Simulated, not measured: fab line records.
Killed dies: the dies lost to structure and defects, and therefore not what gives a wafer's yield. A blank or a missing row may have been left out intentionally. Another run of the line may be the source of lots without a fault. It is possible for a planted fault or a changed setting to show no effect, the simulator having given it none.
Comparing a struck lot with a sound one	flow sky130	42 out of 708 route steps
Sound: the wafers L695.4, L695.5, L695.6. Struck: wafer L701.5 (L701.3, L701.4, from the same lot, were not struck and are left out); the cause is given at the end.
Each step with rows lists, per side, the tool, then ch with its chambers, then its first start. Under that, the readings that differ: sound wafers	struck wafers	difference of the means	sigmas: that difference in standard deviations of wafers without a fault.
alike: words and numbers the same on both sides, and readings whose means are apart by under 2 such deviations; not compared: readings that were withheld, readings missing a value for some wafer, numbers with overlapping values and no deviation given by the record, and bounds like >300 which may hide the same value.
The two part at a step that has a row with sigmas, a row that says differs or no value, or rows on one side only. When numbers do not overlap yet have no deviation, they are printed without sigmas and do not part them. Lack of a reading on every wafer of one side parts them only where that side has two or more wafers.

first, 4 steps without rows for these wafers: SKY_PWDE_SOFTBAKE_03; SKY_PWDE_EXPOSE_04 (exposes mask PWDEM, target cd 840 nm); SKY_PWDE_PEB_05; SKY_PWDE_DEVELOP_06 (develop time 60 s).
SKY_PWDE_OVL_MEAS_07:
  sound on overlay-01 at day 4 12:30; struck on overlay-02 at day 5 22:49
reading	sound	struck	difference	sigmas
PWDE_OVL (nm)	-1.8 -0.4 -1.8	1.6	+2.9	+2
after that, 1 step had no rows for these wafers: SKY_PWDE_IMPLANT_08.
SKY_PWDE_STRIP_09: strips in O2/N2.
  sound on plasmaAsher-02 ch 0,1, day 4 12:51; struck on plasmaAsher-02 ch 1, day 5 23:01
  alike: drypumpMotorCurrentA, o2FlowSccm, oesProductAu, stripTimeToEndpointS
  not compared: rfHoursCounterH
SKY_PWDE_TW_MEAS_10:
  sound on filmMetro-04 at day 4 12:57; struck on filmMetro-02 at day 5 23:06
reading	sound	struck	difference	sigmas
PWDE_TW	365 366 366	374	+8	+2
then, 4 steps without rows for these wafers: SKY_NWELL_DEHYDRATE_03 (time 60 s); SKY_NWELL_HMDS_04 (prime time 60 s); SKY_NWELL_COAT_05 (resist thk 3000 nm); SKY_NWELL_SOFTBAKE_06.
SKY_NWELL_EXPOSE_07: exposes mask NWM, target cd 840 nm.
  sound on ilineStepper-02 ch 0, day 4 21:50; struck on ilineStepper-01 ch 0, day 6 08:32
  alike: mask, reticleTempC
then, 2 steps without rows for these wafers: SKY_NWELL_PEB_08; SKY_NWELL_DEVELOP_09 (develop time 60 s).
SKY_NWELL_OVL_MEAS_10:
  sound on overlay-02 at day 5 06:48; struck on overlay-01 at day 6 17:14
reading	sound	struck	difference	sigmas
NWELL_00_OVL (nm)	1.5 2.7 2.9	-0.4	-2.8	-2
then, 3 steps without rows for these wafers: SKY_NWELL_IMPLANT_11; SKY_NWELL_IMPLANT_12; SKY_NWELL_IMPLANT_13.
SKY_NWELL_STRIP_14: strips in O2/N2.
  sound on plasmaAsher-02 ch 0,1, day 5 07:18; struck on plasmaAsher-03 ch 0, day 6 17:45
  alike: drypumpMotorCurrentA, o2FlowSccm, oesProductAu, stripTimeToEndpointS
  not compared: rfHoursCounterH
SKY_NWELL_TW_MEAS_15:
  sound on filmMetro-01 at day 5 07:24; struck on filmMetro-02 at day 6 17:50
  alike: NWELL_TW
then, 7 steps without rows for these wafers: SKY_NWELL_DEHYDRATE_16 (time 60 s); SKY_NWELL_HMDS_17 (prime time 60 s); SKY_NWELL_COAT_18 (resist thk 3000 nm); SKY_NWELL_SOFTBAKE_19; SKY_NWELL_EXPOSE_20 (exposes mask NWM COMPLEMENT, target cd 840 nm); SKY_NWELL_PEB_21; SKY_NWELL_DEVELOP_22 (develop time 60 s).
SKY_NWELL_OVL_MEAS_23:
  sound on overlay-01 at day 6 01:44; struck on overlay-02 at day 7 12:05
  alike: NWELL_01_OVL
after that, 1 step had no rows for these wafers: SKY_NWELL_IMPLANT_24.
SKY_NWELL_STRIP_25: strips in O2/N2.
  sound on plasmaAsher-02 ch 0,1, day 6 01:56; struck on plasmaAsher-02 ch 1, day 7 12:17
  alike: drypumpMotorCurrentA, o2FlowSccm, oesProductAu, stripTimeToEndpointS
  not compared: rfHoursCounterH
SKY_NWELL_TW_MEAS_26:
  sound on filmMetro-02 at day 6 02:02; struck on filmMetro-01 at day 7 12:22
  alike: NWELL_2_TW
then, 1 step without rows for these wafers: SKY_NWELL_CLEAN_27 (cleans in SC1/SC2, time 150 s).
SKY_NWELL_RTA_28: time 30 s.
  sound on rtpAnneal-01 ch 0, day 6 02:10; struck on rtpAnneal-01 ch 0, day 7 12:29
  alike: lampPowerPct, wafer_temp_C_max
SKY_NWELL_RS_MEAS_29: a four-point-probe measurement.
  sound on filmMetro-01 at day 6 02:16; struck on filmMetro-04 at day 7 12:36
  alike: NWELL_RS
SKY_NWELL_RS_MEAS_31: a four-point-probe measurement.
  sound on filmMetro-01 at day 6 02:31; struck on filmMetro-04 at day 7 12:50
  alike: PWDE_RS
then, 5 steps without rows for these wafers: SKY_VT_ADJUST_HVTP_DEHYDRATE_00 (time 60 s); SKY_VT_ADJUST_HVTP_HMDS_01 (prime time 60 s); SKY_VT_ADJUST_HVTP_COAT_02 (resist thk 1140 nm); SKY_VT_ADJUST_HVTP_SOFTBAKE_03 (time 60 s); SKY_VT_ADJUST_HVTP_EXPOSE_04 (exposes mask HVTPM, target cd 380 nm).
-- a jump in the record: the struck wafers' starts before and after are 40 days apart (it breaks off in module VT_ADJUST_HVTP and resumes in module PAD_OPEN, where the first step shown is number 708 of the route) --
SKY_PAD_OPEN_PROBE_99:
  sound on prober-02 at day 46 16:04; struck on prober-02 at day 47 22:21
reading	sound	struck	difference	sigmas
killedAtFrontEnd	11 7 12	25	+15	+3
killedAtOther	1 2 1	0	-1	-2
killedDies	78 68 71	94	+22	+2
model.etest.resNwell.widthNm (nm)	827.9 826.1 836.6	860.6	+30.4	
model.etest.resIsoPwell.widthNm (nm)	2647 2649 2653	2631	-19	
  alike: killed_at_M0_to_M3, killed_at_M4_up, killedAtContacts, killedOpen, killedShort

## WHERE THEY PART
Last at SKY_PAD_OPEN_PROBE_99 as far as this record goes, first at SKY_PWDE_OVL_MEAS_07.

WHY: the cause the simulator had injected
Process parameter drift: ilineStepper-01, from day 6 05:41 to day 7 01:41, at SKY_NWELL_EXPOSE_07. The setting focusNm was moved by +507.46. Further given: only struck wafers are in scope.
